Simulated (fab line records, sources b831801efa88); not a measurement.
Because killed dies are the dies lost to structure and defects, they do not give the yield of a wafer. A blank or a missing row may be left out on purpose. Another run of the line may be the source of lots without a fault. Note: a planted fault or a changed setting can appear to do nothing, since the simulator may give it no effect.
The tool behind it: which one? + flow gf180mcu + 7 lots with 21 wafers sampled at 4 steps, on a route of 602 steps

## WHAT THE GAUGES SHOWED, per wafer
GF_MVSD_OVL_MEAS_07.
| lot  | measured    | on         | MVSD_OVL (nm)  |
|------|-------------|------------|----------------|
| L807 | day 4 17:20 | overlay-01 | -0.8 -1.4 -1.7 |
| L809 | day 5 02:53 | overlay-02 | 0.2 -0.4 -0.1  |
| L813 | day 6 03:18 | overlay-01 | -1.2 -2.0 -3.0 |
| L817 | day 7 02:36 | overlay-01 | -2.3 -2.6 -1.9 |
| L820 | day 7 19:32 | overlay-01 | 0.6 1.0 -0.2   |
| L822 | day 8 05:48 | overlay-01 | - - -          |
| L828 | day 9 19:39 | overlay-02 | 0.6 -1.8 -1.3  |

## EACH LOT AND THE TOOL THAT RAN IT (in order: tool; ch and the chambers of the sampled wafers; start)
| lot  | GF_STI_ETCH_14                  | GF_STI_STRIP_15                     | GF_MVSD_COAT_02                  |
|------|---------------------------------|-------------------------------------|----------------------------------|
| L807 | rie si-01 ch 1,2,3, day 2 09:11 | plasma asher-04 ch 0,1, day 2 09:16 | litho track-04 ch 0, day 4 10:30 |
| L809 | rie si-02 ch 0,1,3, day 2 15:59 | plasma asher-03 ch 0,1, day 2 16:04 | litho track-04 ch 0, day 4 19:31 |
| L813 | rie si-01 ch 1,2, day 3 13:03   | plasma asher-01 ch 0,1, day 3 13:10 | litho track-04 ch 0, day 5 19:48 |
| L817 | rie si-02 ch 1,2, day 4 10:32   | plasma asher-01 ch 0,1, day 4 10:39 | litho track-04 ch 0, day 6 18:43 |
| L820 | rie si-01 ch 0,1,3, day 5 02:21 | plasma asher-01 ch 0,1, day 5 02:25 | litho track-01 ch 0, day 7 11:16 |
| L822 | rie si-02 ch 0,1, day 5 11:33   | plasma asher-03 ch 1, day 5 11:37   | litho track-04, day 7 21:33      |
| L828 | rie si-02 ch 0,2,3, day 6 18:15 | plasma asher-04 ch 0, day 6 18:19   | litho track-01 ch 0, day 9 10:53 |
- GF_STI_ETCH_14: etches Si in HBr/Cl2/O2, target depth 360 nm, time 102.9 s.
- GF_STI_STRIP_15: strips in O2/N2.
- GF_MVSD_COAT_02: resist thk 3000 nm.

## THE ANSWER, worked out from the rows above alone
Rule: what is usual is taken from the lots themselves. Put in order of their means at a reading, lots are off if they are a third of the lots or fewer, leave a main group of 4 or more, and stand apart from it by a gap of 3 or more times the standard deviation of the main group's means; of several such gaps the widest counts. A main group is skipped when, at the precision printed for the reading in the tables above, its means are all equal. A lot without any number at a reading at which 4 lots or more have one is off too. Any other lot the step has rows for is counted as sound.
Off: at GF_MVSD_OVL_MEAS_07 (MVSD_OVL), L822. Without a number there: L822. For the main group the mean is -1.0 nm and the standard deviation 0.98.
A tool fits if, at a process step before that reading, it ran every lot that is off, and no sound lot after the first of them. Those tools and the gauges at GF_MVSD_OVL_MEAS_07 are tried in the same way. Can't be told from this: 3 tools fit, plasma asher-03 at GF_STI_STRIP_15, litho track-04 at GF_MVSD_COAT_02, overlay-01 at GF_MVSD_OVL_MEAS_07.

## WHAT THE SIMULATOR HAD INSERTED
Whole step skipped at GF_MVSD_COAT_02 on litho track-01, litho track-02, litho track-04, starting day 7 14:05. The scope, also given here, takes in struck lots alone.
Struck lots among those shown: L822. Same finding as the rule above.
